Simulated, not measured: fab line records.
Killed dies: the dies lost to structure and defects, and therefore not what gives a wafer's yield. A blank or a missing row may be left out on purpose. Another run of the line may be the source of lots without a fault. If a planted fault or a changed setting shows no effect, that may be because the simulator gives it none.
Which tool was responsible?	flow sky130	35 wafers from 12 lots sampled at 6 of the route's 708 steps

## WHAT THE GAUGES READ, wafer by wafer
SKY_SPACER_THK_MEAS_01. Usual: SPACER_CVD_00_THK gives 43.3 nm (standard deviation 0.36).
lot	measured	on	SPACER_CVD_00_THK (nm)	flag
L969	day 23 18:56	film metro-04	43.0 42.9 42.7	
L973	day 24 23:34	film metro-02	43.0 43.0 43.1	
L974	day 25 10:17	film metro-04	43.6 43.7 43.8	
L975	day 26 13:59	film metro-01	43.3 43.3 43.4	
L977	day 26 18:19	film metro-04	43.3 43.5 43.4	
L978	day 27 05:11	film metro-04	43.6 43.5 43.4	
L980	day 27 17:25	film metro-01	43.8 43.3 43.7	
L983	day 28 14:40	film metro-02	42.6 42.3 42.5	
L985	day 29 11:23	film metro-04	43.7 43.6 43.9	
L987	day 29 18:41	film metro-02	43.3 43.0 43.3	
L986	day 30 04:10	film metro-01	43.4 42.7	
L990	day 30 18:55	film metro-02	43.1 43.3 43.5	

SKY_POLY_CUT_CD_MEAS_08: the cd target is 270 nm. Usual: cd nm 270.8 nm, standard deviation 1.4.
lot	measured	on	cd nm (nm)	flag
L969	day 25 00:50	cd sem-01	269.0 270.5 269.0	
L973	day 26 04:40	cd sem-02	272.2 271.6 272.3	
L974	day 26 15:59	cd sem-02	270.0 268.9 268.6	
L975	day 27 18:58	cd sem-01	270.5 272.5 272.4	
L977	day 27 22:27	cd sem-01	270.3 270.4 271.1	
L978	day 28 09:25	cd sem-01	272.8 274.9 272.7	
L980	day 28 21:14	cd sem-01	269.6 271.4 271.0	
L983	day 29 18:52	cd sem-01	269.1 269.6 270.2	
L985	day 30 14:31	cd sem-01	271.0 271.0 270.9	
L987	day 30 22:17	cd sem-01	271.7 270.8 270.6	
L986	day 31 08:38	cd sem-02	271.1 270.0	
L990	day 31 22:34	cd sem-02	270.2 269.8 269.2	

SKY_LI_CONTACT_THK_MEAS_01. Usual: LI_CONTACT_HDPCVD_THK gives 932 nm (standard deviation 10).
lot	measured	on	LI_CONTACT_HDPCVD_THK (nm)	flag
L969	day 28 16:58	film metro-04	937 937 942	
L973	day 29 19:50	film metro-01	929 934 932	
L974	day 30 06:23	film metro-01	931 951 945	
L975	day 31 07:44	film metro-03	921 924 916	
L977	day 31 10:28	film metro-03	939 928 942	
L978	day 31 22:20	film metro-01	933 934 929	
L980	day 32 10:14	film metro-03	934 926 915	
L983	day 33 05:38	film metro-04	946 941 951	
L985	day 34 01:20	film metro-04	924 919 906	
L987	day 34 08:26	film metro-03	1112 939 935	OFF
L986	day 34 17:59	film metro-04	1132 947	OFF
L990	day 35 09:11	film metro-04	942 947 932	

SKY_LI_CONTACT_THK_MEAS_23: measures by xrf. Usual: LI_CONTACT_W_THK gives 402 nm (standard deviation 5.4).
lot	measured	on	LI_CONTACT_W_THK (nm)	flag
L969	day 29 22:29	film metro-01	405 402 407	
L973	day 31 01:19	film metro-03	403 408 408	
L974	day 31 11:02	film metro-03	409 407 402	
L975	day 32 11:29	film metro-04	396 398 389	
L977	day 32 15:25	film metro-04	400 403 394	
L978	day 33 02:50	film metro-01	390 389 397	
L980	day 33 14:34	film metro-03	390 392 398	
L983	day 34 09:06	film metro-01	412 404 411	
L985	day 35 05:23	film metro-04	401 397 402	
L987	day 35 12:26	film metro-01	402 401 401	
L986	day 35 21:25	film metro-03	396 392	
L990	day 36 13:26	film metro-01	397 402 400	

## EACH LOT AND THE TOOL THAT RAN IT (in order: tool; ch and the chambers of the sampled wafers; start)
lot	SKY_LI_CONTACT_HDPCVD_00	SKY_LI_CONTACT_CMP_02
L969	hdpcvd-01 ch 0,1,2, day 28 16:53	cmp-01 ch 0,1,3, day 28 17:05
L973	hdpcvd-01 ch 1,2, day 29 19:44	cmp-01 ch 0,3, day 29 19:57
L974	hdpcvd-02 ch 0,1, day 30 06:17	cmp-01 ch 1,2,3, day 30 06:33
L975	hdpcvd-02 ch 0,2, day 31 07:38	cmp-02 ch 0,1,3, day 31 07:47
L977	hdpcvd-02 ch 1,2, day 31 10:21	cmp-02 ch 0,1,2, day 31 10:31
L978	hdpcvd-02 ch 0,1,2, day 31 22:14	cmp-02 ch 1,2,3, day 31 22:29
L980	hdpcvd-02 ch 1,2, day 32 10:08	cmp-02 ch 0,1,2, day 32 10:17
L983	hdpcvd-02 ch 1,2, day 33 05:32	cmp-02 ch 0,2,3, day 33 05:41
L985	hdpcvd-01 ch 0,2, day 34 01:14	cmp-01 ch 0,2,3, day 34 01:23
L987	hdpcvd-02 ch 0,2, day 34 08:20	cmp-02 ch 1,2,3, day 34 08:29
L986	hdpcvd-02 ch 0,2, day 34 17:53	cmp-01 ch 0,3, day 34 18:11
L990	hdpcvd-01 ch 1,2, day 35 09:05	cmp-01 ch 2,3, day 35 09:14
- SKY_LI_CONTACT_HDPCVD_00: deposits PSG, target thk 930 nm, time 155 s.
- SKY_LI_CONTACT_CMP_02: polishes PSG.

## AS READ BY THE TOOLS THEMSELVES (means over the sampled wafers that have a number; for cases with no such wafer, the mark the record gives instead)
SKY_LI_CONTACT_HDPCVD_00. Usual: run length s 182.7 s, standard deviation 0.7; sih4 flow sccm 59.98 sccm, standard deviation 0.21.
lot	tool	run length s (s)	sih4 flow sccm (sccm)	flag
L969	hdpcvd-01	183.0	59.95	
L973	hdpcvd-01	182.8	59.95	
L974	hdpcvd-02	182.0	59.87	
L975	hdpcvd-02	183.3	59.84	
L977	hdpcvd-02	183.4	59.87	
L978	hdpcvd-02	182.7	59.84	
L980	hdpcvd-02	182.9	60.16	
L983	hdpcvd-02	182.8	59.98	
L985	hdpcvd-01	182.9	60.19	
L987	hdpcvd-02	192.9	59.93	OFF
L986	hdpcvd-02	198.0	60.00	OFF
L990	hdpcvd-01	183.0	59.94	

SKY_LI_CONTACT_CMP_02. Usual: head pressure psi 4.000 psi, standard deviation 0.0079; motor current A 12.3 A, standard deviation 1.8; time to endpoint s 31 s, standard deviation 3.3.
lot	tool	head pressure psi (psi)	motor current A (A)	time to endpoint s (s)	flag
L969	cmp-01	3.994	13.4	28	
L973	cmp-01	4.003	12.9	32	
L974	cmp-01	4.002	12.3	32	
L975	cmp-02	4.001	11.7	34	
L977	cmp-02	4.011	12.1	37	
L978	cmp-02	3.994	12.7	31	
L980	cmp-02	4.005	12.7	32	
L983	cmp-02	3.989	12.2	34	
L985	cmp-01	4.004	12.0	28	
L987	cmp-02	3.996	12.9	39	
L986	cmp-01	4.006	13.2	40	
L990	cmp-01	4.005	11.4	31	

## THE ANSWER, worked out from the rows above alone
Rule: a lot counts as off when the mean over its wafers that have a number is more than 3 standard deviations away from the usual mean. A lot without any number at a reading at which 4 lots or more have one is off too. The other lots that the step has rows for count as sound. After the gauges, taken in route order, come the tools' own readings; for these a lot's mean is taken, as printed above. At the first step where some lot is off, the reading lying furthest off is the one used; lots without a number count as furthest.
Off: L987, L986, seen at SKY_LI_CONTACT_THK_MEAS_01 (LI_CONTACT_HDPCVD_THK).
A tool fits if, at a process step before that reading, it ran every lot that is off, and no sound lot after the first of them. The gauges at SKY_LI_CONTACT_THK_MEAS_01 aren't tried: what is off there is off at SKY_LI_CONTACT_HDPCVD_00 too, on other tools, and a gauge's error can't cause that. One fits: SKY_LI_CONTACT_HDPCVD_00 on hdpcvd-02. A fault onset in the window from L983 (day 33 05:32, its last sound lot) to L987 (day 34 08:20, its first lot off) fits.
On the lots that are off, the tool's own readings at SKY_LI_CONTACT_HDPCVD_00 differ by more than 5 times the standard deviation of the sound lots' means, which bears it out; run length s reads 195.4 s there versus 182.9 s on the sound lots.

## WHAT THE SIMULATOR HAD INSERTED
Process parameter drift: hdpcvd-02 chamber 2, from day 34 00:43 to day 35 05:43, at SKY_LI_CONTACT_HDPCVD_00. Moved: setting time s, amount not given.
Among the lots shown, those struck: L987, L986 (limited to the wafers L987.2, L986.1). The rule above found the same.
